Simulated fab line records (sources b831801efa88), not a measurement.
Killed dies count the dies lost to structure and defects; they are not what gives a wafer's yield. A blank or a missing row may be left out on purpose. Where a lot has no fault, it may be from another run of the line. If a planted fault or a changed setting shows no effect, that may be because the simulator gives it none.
Which tool did it?	flow sky130	30 wafers from 10 lots sampled at 6 of the route's 708 steps

## WHAT EACH GAUGE READ, for each wafer
SKY_LOCAL_INTERCONNECT_RS_MEAS_01: measures by four-point-probe.
lot	measured	on	LOCAL_INTERCONNECT_TIN_RS (ohm/sq)
L825	day 29 16:48	film_metro-01	13.97 14.12 13.93
L827	day 30 01:07	film_metro-01	14.19 14.27 14.16
L829	day 31 10:19	film_metro-04	14.08 13.94 13.96
L834	day 32 19:29	film_metro-01	14.04 13.92 14.00
L835	day 33 07:38	film_metro-04	14.19 14.66 14.21
L836	day 33 11:17	film_metro-01	13.94 14.92 14.24
L838	day 34 02:49	film_metro-04	14.14 14.11 14.12
L840	day 34 21:33	film_metro-04	14.09 14.14 14.02
L844	day 35 16:11	film_metro-04	13.92 13.94 13.85
L846	day 36 12:41	film_metro-04	14.04 14.17 14.20

SKY_LOCAL_INTERCONNECT_THK_MEAS_02: measures by xrf.
lot	measured	on	LOCAL_INTERCONNECT_TIN_THK (nm)
L825	day 29 16:55	film_metro-01	99.4 98.7 100.3
L827	day 30 01:13	film_metro-01	98.5 98.0 98.2
L829	day 31 10:26	film_metro-04	100.4 101.5 101.2
L834	day 32 19:37	film_metro-01	98.8 100.0 99.7
L835	day 33 07:44	film_metro-04	99.2 96.2 99.0
L836	day 33 11:25	film_metro-01	99.9 93.5 97.9
L838	day 34 02:56	film_metro-04	99.7 99.8 99.2
L840	day 34 21:39	film_metro-04	100.3 99.5 100.4
L844	day 35 16:17	film_metro-04	99.5 99.7 100.9
L846	day 36 12:48	film_metro-04	98.7 98.3 97.7

SKY_METAL2_THK_MEAS_06: measures by xrf.
lot	measured	on	METAL2_ALCU_THK (nm)
L825	day 34 10:53	film_metro-04	250 245 245
L827	day 34 19:13	film_metro-04	246 244 246
L829	day 36 03:13	film_metro-04	246 251 247
L834	day 37 11:55	film_metro-04	243 244 243
L835	day 37 23:27	film_metro-03	244 242 240
L836	day 38 02:33	film_metro-03	243 245 242
L838	day 38 18:29	film_metro-04	241 245 243
L840	day 39 10:28	film_metro-04	245 246 242
L844	day 40 03:46	film_metro-01	243 239 241
L846	day 41 01:01	film_metro-01	244 246 246

SKY_VIA4_THK_MEAS_01.
lot	measured	on	VIA4_HDPCVD_THK (nm)
L825	day 42 05:52	film_metro-04	1712 1728 1713
L827	day 42 12:14	film_metro-01	1744 1728 1763
L829	day 43 17:21	film_metro-02	1775 1777 1764
L834	day 44 20:52	film_metro-04	1793 1740 1746
L835	day 45 07:37	film_metro-02	1749 1739 1730
L836	day 45 09:37	film_metro-04	1780 1738 1765
L838	day 45 22:51	film_metro-04	1762 1766 1769
L840	day 46 12:56	film_metro-01	1748 1755 1780
L844	day 47 01:20	film_metro-02	1760 1768 1743
L846	day 47 18:59	film_metro-01	1751 1754 1766

## WHAT TOOL EACH LOT RAN ON (gives the tool, then ch and the chambers of the sampled wafers, and finally the start)
lot	SKY_LOCAL_INTERCONNECT_SPUTTER_00	SKY_LOCAL_INTERCONNECT_METAL_ETCH_14
L825	pvd_sputter-01, day 29 16:44	rie_metal-02 ch 0,1, day 30 21:01
L827	pvd_sputter-04, day 30 00:59	rie_metal-02 ch 0,1, day 31 05:13
L829	pvd_sputter-04, day 31 10:14	rie_metal-01 ch 0,1, day 32 13:55
L834	pvd_sputter-02, day 32 19:25	rie_metal-01 ch 0,1, day 33 22:40
L835	pvd_sputter-04, day 33 07:32	rie_metal-03 ch 0,1, day 34 09:43
L836	pvd_sputter-04, day 33 11:14	rie_metal-02 ch 0,1, day 34 13:47
L838	pvd_sputter-01, day 34 02:44	rie_metal-03 ch 0,1, day 35 06:04
L840	pvd_sputter-01, day 34 21:26	rie_metal-03 ch 0,1, day 36 00:23
L844	pvd_sputter-01, day 35 16:05	rie_metal-01 ch 0,1, day 36 18:35
L846	pvd_sputter-01, day 36 12:37	rie_metal-01 ch 0,1, day 37 15:26
- SKY_LOCAL_INTERCONNECT_SPUTTER_00: material TiN, target thk 100 nm, time 83.3 s.
- SKY_LOCAL_INTERCONNECT_METAL_ETCH_14: etches TiN in Cl2/BCl3, stops on PSG, target depth 110 nm, time 31.4 s.

## WHAT THE TOOLS THEMSELVES READ (means of the sampled wafers that have a number; where no wafer has one, the mark that the record gives instead)
SKY_LOCAL_INTERCONNECT_SPUTTER_00.
lot	tool	throttle_valve_pct (%)
L825	pvd_sputter-01	30.8
L827	pvd_sputter-04	28.5
L829	pvd_sputter-04	30.3
L834	pvd_sputter-02	29.2
L835	pvd_sputter-04	30.0
L836	pvd_sputter-04	28.7
L838	pvd_sputter-01	30.4
L840	pvd_sputter-01	31.4
L844	pvd_sputter-01	31.4
L846	pvd_sputter-01	30.6

SKY_LOCAL_INTERCONNECT_METAL_ETCH_14.
lot	tool	bcl3_flow_sccm (sccm)	bias_w (W)	drypump_motor_current_A (A)	oes_product_au (a.u.)	throttle_valve_pct (%)
L825	rie_metal-02	30.07	48.46	6.5	0.947	21.897
L827	rie_metal-02	30.00	48.54	6.4	0.940	21.900
L829	rie_metal-01	29.96	48.45	6.0	0.946	21.895
L834	rie_metal-01	29.93	48.42	6.1	0.948	21.897
L835	rie_metal-03	29.98	48.34	6.1	0.934	21.915
L836	rie_metal-02	29.91	48.62	6.4	0.932	21.905
L838	rie_metal-03	29.99	48.38	6.4	0.941	21.906
L840	rie_metal-03	30.04	48.57	6.1	0.938	21.904
L844	rie_metal-01	29.91	48.60	6.1	0.954	21.895
L846	rie_metal-01	30.11	48.45	6.0	0.941	21.897

## THE ANSWER, worked out from the rows above alone
Rule: the usual values come from the lots themselves. Put in order of their means at a reading, lots are off if they are a third of the lots or fewer, leave a main group of 4 or more, and stand apart from it by a gap of 3 or more times the standard deviation of the main group's means; of several such gaps the widest counts. Not used: any main group whose means are identical at the precision the tables above print for the reading. Also off: a lot with no number at a reading for which 4 or more lots have one. Where the step has rows for the other lots, those lots are counted as sound. The gauges are gone through in route order, then the tools' own readings, and for those a lot's mean is taken as printed above. The first step at which some lot is off is used, and at that step the reading that is off furthest; a lot without a number counts as furthest.
No lot is off at any reading shown: from this, nothing can be told.

## WHAT HAD BEEN PUT IN BY THE SIMULATOR
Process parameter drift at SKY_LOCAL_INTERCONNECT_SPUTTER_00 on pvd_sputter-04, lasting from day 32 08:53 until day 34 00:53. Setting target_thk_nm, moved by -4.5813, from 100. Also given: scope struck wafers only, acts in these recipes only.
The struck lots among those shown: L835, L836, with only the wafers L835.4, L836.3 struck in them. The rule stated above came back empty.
